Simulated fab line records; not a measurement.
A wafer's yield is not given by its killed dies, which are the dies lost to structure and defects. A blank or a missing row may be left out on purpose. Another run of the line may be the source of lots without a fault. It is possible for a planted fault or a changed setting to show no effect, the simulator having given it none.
Chamber matching || flow gf180mcu || GF_V3_CMP_04 on cmp-02: 4 sister chambers
The step polishes SiO2. 8 wafers are shown with their chamber, then 10 later ones without.

WAFERS WITH THEIR CHAMBER
{"wafer": "L900.2", "chamber": 2, "motor current A (A)": 11.8, "retaining ring pressure frac": 0.999}
{"wafer": "L900.5", "chamber": 0, "motor current A (A)": 11.0, "retaining ring pressure frac": 0.999}
{"wafer": "L904.1", "chamber": 0, "motor current A (A)": 10.7, "retaining ring pressure frac": 1.010}
{"wafer": "L908.2", "chamber": 2, "motor current A (A)": 12.6, "retaining ring pressure frac": 0.995}
{"wafer": "L908.3", "chamber": 3, "motor current A (A)": 12.8, "retaining ring pressure frac": 0.996}
{"wafer": "L908.5", "chamber": 1, "motor current A (A)": 9.9, "retaining ring pressure frac": 1.008}
{"wafer": "L910.1", "chamber": 3, "motor current A (A)": 13.2, "retaining ring pressure frac": 1.003}
{"wafer": "L910.3", "chamber": 1, "motor current A (A)": 10.2, "retaining ring pressure frac": 0.998}

WAFERS WITHOUT THEIR CHAMBER
{"wafer": "L910.5", "motor current A (A)": 11.1, "retaining ring pressure frac": 0.996}
{"wafer": "L912.1", "motor current A (A)": 10.6, "retaining ring pressure frac": 0.999}
{"wafer": "L912.2", "motor current A (A)": 10.4, "retaining ring pressure frac": 0.998}
{"wafer": "L912.6", "motor current A (A)": 12.2, "retaining ring pressure frac": 1.002}
{"wafer": "L913.1", "motor current A (A)": 10.2, "retaining ring pressure frac": 0.993}
{"wafer": "L913.3", "motor current A (A)": 11.5, "retaining ring pressure frac": 1.009}
{"wafer": "L913.6", "motor current A (A)": 11.3, "retaining ring pressure frac": 1.007}
{"wafer": "L914.1", "motor current A (A)": 11.7, "retaining ring pressure frac": 0.997}
{"wafer": "L914.2", "motor current A (A)": 12.5, "retaining ring pressure frac": 0.996}
{"wafer": "L914.4", "motor current A (A)": 11.3, "retaining ring pressure frac": 0.992}

THE CHAMBER EACH PASSED THROUGH
{"wafer": "L910.5", "from the rows above": "can't be placed: 0 or 2 or 1", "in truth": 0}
{"wafer": "L912.1", "from the rows above": "can't be placed: 0 or 1", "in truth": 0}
{"wafer": "L912.2", "from the rows above": "can't be placed: 1 or 0", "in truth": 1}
{"wafer": "L912.6", "from the rows above": "can't be placed: 2 or 3", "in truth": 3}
{"wafer": "L913.1", "from the rows above": "can't be placed: 1 or 0", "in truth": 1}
{"wafer": "L913.3", "from the rows above": "can't be placed: 0 or 2", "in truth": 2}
{"wafer": "L913.6", "from the rows above": "can't be placed: 0 or 2", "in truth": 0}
{"wafer": "L914.1", "from the rows above": "can't be placed: 2 or 0", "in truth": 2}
{"wafer": "L914.2", "from the rows above": "can't be placed: 2 or 3", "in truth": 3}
{"wafer": "L914.4", "from the rows above": "can't be placed: 0 or 2 or 1", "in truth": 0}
Placed correctly: 0 of 10. Unplaceable from these rows: 10, with the true chamber sitting among the candidates in 10. Wrongly placed: 0.
How it was worked out, from the rows above alone: a wafer's distance from a chamber is the root of the sum, over the readings, of the square of ((its reading less the chamber's mean) divided by the reading's scatter). If the next closest chamber is less than 2 further off than the closest, the wafer can't be placed; otherwise it belongs to the closest. For every chamber, the mean is computed from those of its wafers that are shown. How the scatter is found: for the shown wafers, subtract from each reading the mean of its chamber, square and add these, divide the total by (wafers less chambers), then take the root.
